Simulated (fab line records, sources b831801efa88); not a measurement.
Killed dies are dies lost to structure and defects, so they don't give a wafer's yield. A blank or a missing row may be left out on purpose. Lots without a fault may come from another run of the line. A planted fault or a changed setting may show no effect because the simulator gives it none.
Which tool did it? | flow sky130 | 10 lots, 30 wafers sampled, at 5 steps of a route of 708

WHAT THE GAUGES READ, wafer by wafer
SKY_METAL4_CD_MEAS_13: target cd 300 nm.
lot  | measured     | on        | cd_nm (nm)
L191 | day 42 02:37 | cd_sem-01 | 297.8 297.1 296.6
L193 | day 42 04:28 | cd_sem-01 | 299.1 298.9 298.2
L194 | day 42 19:10 | cd_sem-01 | 300.9 300.6 300.6
L197 | day 43 21:55 | cd_sem-02 | 302.9 301.9 303.1
L199 | day 44 08:04 | cd_sem-01 | 300.8 300.9 300.6
L206 | day 46 10:47 | cd_sem-02 | 300.4 300.3 300.5
L208 | day 46 14:40 | cd_sem-01 | 299.0 299.4 298.5
L210 | day 47 04:13 | cd_sem-02 | 300.0 301.0 301.4
L211 | day 47 09:35 | cd_sem-02 | 301.0 301.0 301.3
L212 | day 47 22:24 | cd_sem-01 | 299.7 298.4 299.6

SKY_VIA4_RS_MEAS_19: measures by four-point-probe.
lot  | measured     | on            | VIA4_W_RS (ohm/sq)
L191 | day 43 05:02 | film_metro-04 | 0.2218 0.2230 0.2203
L193 | day 43 06:44 | film_metro-04 | 0.2276 0.2264 0.2261
L194 | day 43 20:50 | film_metro-04 | 0.2232 0.2225 0.2248
L197 | day 44 21:59 | film_metro-04 | 0.2780 0.2829 0.2813
L199 | day 45 08:23 | film_metro-04 | 0.2846 0.2876 0.2845
L206 | day 47 08:46 | film_metro-01 | 0.2258 0.2243 0.2233
L208 | day 47 13:16 | film_metro-04 | 0.2275 0.2253 0.2234
L210 | day 48 01:20 | film_metro-03 | 0.2246 0.2283 0.2241
L211 | day 48 07:05 | film_metro-04 | 0.2227 0.2260 0.2246
L212 | day 48 19:16 | film_metro-04 | 0.2233 0.2277 0.2242

SKY_VIA4_THK_MEAS_20: measures by xrf.
lot  | measured     | on            | VIA4_W_THK (nm)
L191 | day 43 05:09 | film_metro-04 | 516 511 519
L193 | day 43 06:52 | film_metro-04 | 502 503 504
L194 | day 43 20:57 | film_metro-04 | 515 517 509
L197 | day 44 22:04 | film_metro-04 | 406 402 402
L199 | day 45 08:30 | film_metro-04 | 400 394 398
L206 | day 47 08:53 | film_metro-01 | 516 521 520
L208 | day 47 13:23 | film_metro-04 | 499 506 512
L210 | day 48 01:28 | film_metro-03 | 515 505 515
L211 | day 48 07:12 | film_metro-04 | 513 507 511
L212 | day 48 19:22 | film_metro-04 | 513 502 510

WHICH TOOL RAN EACH LOT (tool, then ch and the chambers of the sampled wafers, then the start)
lot  | SKY_VIA4_ETCH_12                   | SKY_VIA4_CVD_18
L191 | rie_diel-01 ch 0,2,3, day 43 04:09 | cvd_w-02 ch 1, day 43 04:53
L193 | rie_diel-04 ch 1,2,3, day 43 05:52 | cvd_w-02 ch 1, day 43 06:35
L194 | rie_diel-04 ch 0,1,2, day 43 19:48 | cvd_w-02 ch 0, day 43 20:32
L197 | rie_diel-01 ch 2,3, day 44 21:02   | cvd_w-02 ch 0,1, day 44 21:49
L199 | rie_diel-04 ch 0,2, day 45 07:28   | cvd_w-02 ch 0,1, day 45 08:14
L206 | rie_diel-04 ch 0,2, day 47 07:48   | cvd_w-01 ch 0, day 47 08:36
L208 | rie_diel-02 ch 0,2,3, day 47 12:22 | cvd_w-01 ch 0,1, day 47 13:07
L210 | rie_diel-01 ch 1,3, day 48 00:23   | cvd_w-01 ch 0,1, day 48 01:11
L211 | rie_diel-01 ch 0,3, day 48 06:09   | cvd_w-01 ch 0,1, day 48 06:55
L212 | rie_diel-01 ch 0,3, day 48 18:18   | cvd_w-01 ch 0,1, day 48 19:07
- SKY_VIA4_ETCH_12: etches SiO2 in C4F8/O2/Ar, stops on TiN, target depth 580 nm.
- SKY_VIA4_CVD_18: deposits W, target thk 505 nm, time 152.14 s.

WHAT THE TOOLS THEMSELVES READ (means of the sampled wafers that have a number; where no wafer has one, the mark that the record gives instead)
SKY_VIA4_ETCH_12.
lot  | tool        | oes_product_au (a.u.)
L191 | rie_diel-01 | 0.925
L193 | rie_diel-04 | 0.928
L194 | rie_diel-04 | 0.927
L197 | rie_diel-01 | 0.928
L199 | rie_diel-04 | 0.925
L206 | rie_diel-04 | 0.928
L208 | rie_diel-02 | 0.927
L210 | rie_diel-01 | 0.927
L211 | rie_diel-01 | 0.925
L212 | rie_diel-01 | 0.923

SKY_VIA4_CVD_18.
lot  | tool     | heater_power_w (W) | susceptor_temp_C (C)
L191 | cvd_w-02 | 908                | 399.90
L193 | cvd_w-02 | 903                | 399.82
L194 | cvd_w-02 | 704                | 399.91
L197 | cvd_w-02 | 778                | 387.46
L199 | cvd_w-02 | 731                | 387.55
L206 | cvd_w-01 | 824                | 399.79
L208 | cvd_w-01 | 892                | 399.73
L210 | cvd_w-01 | 897                | 400.05
L211 | cvd_w-01 | 887                | 400.15
L212 | cvd_w-01 | 886                | 399.95

THE ANSWER, worked out from the rows above alone
Rule: what is usual is taken from the lots themselves. Put in order of their means at a reading, lots are off if they are a third of the lots or fewer, leave a main group of 4 or more, and stand apart from it by a gap of 3 or more times the standard deviation of the main group's means; of several such gaps the widest counts. A main group whose means are all the same, to the digits that the tables above print for the reading, isn't used. A lot without any number at a reading at which 4 lots or more have one is off too. The other lots that the step has rows for count as sound. The gauges are gone through in route order, then the tools' own readings, and for those a lot's mean is taken as printed above. The first step at which some lot is off is used, and at that step the reading that is off furthest; a lot without a number counts as furthest.
Off: L197, L199, at SKY_VIA4_RS_MEAS_19 (VIA4_W_RS). The main group: mean 0.2246 ohm/sq, standard deviation 0.0014.
A tool fits if, at a process step before that reading, it ran every lot that is off, and no sound lot after the first of them. The gauges at SKY_VIA4_RS_MEAS_19 aren't tried: what is off there is off at SKY_VIA4_CVD_18 too, on other tools, and a gauge's error can't cause that. One fits: cvd_w-02 at SKY_VIA4_CVD_18. Its last sound lot is L194 (day 43 20:32), its first lot that is off L197 (day 44 21:49): a fault that began between those two fits.
The tool's own readings at SKY_VIA4_CVD_18 bear it out: on the lots that are off they differ by more than 5 times the standard deviation of the sound lots' means. susceptor_temp_C reads 387.50 C there against 399.91 C on the sound lots.

WHAT THE SIMULATOR HAD PUT IN
Process parameter drift: cvd_w-02, from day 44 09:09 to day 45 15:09, at SKY_VIA4_CVD_18. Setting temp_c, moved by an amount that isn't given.
Lots struck among those shown: L197, L199. The rule above found the same.
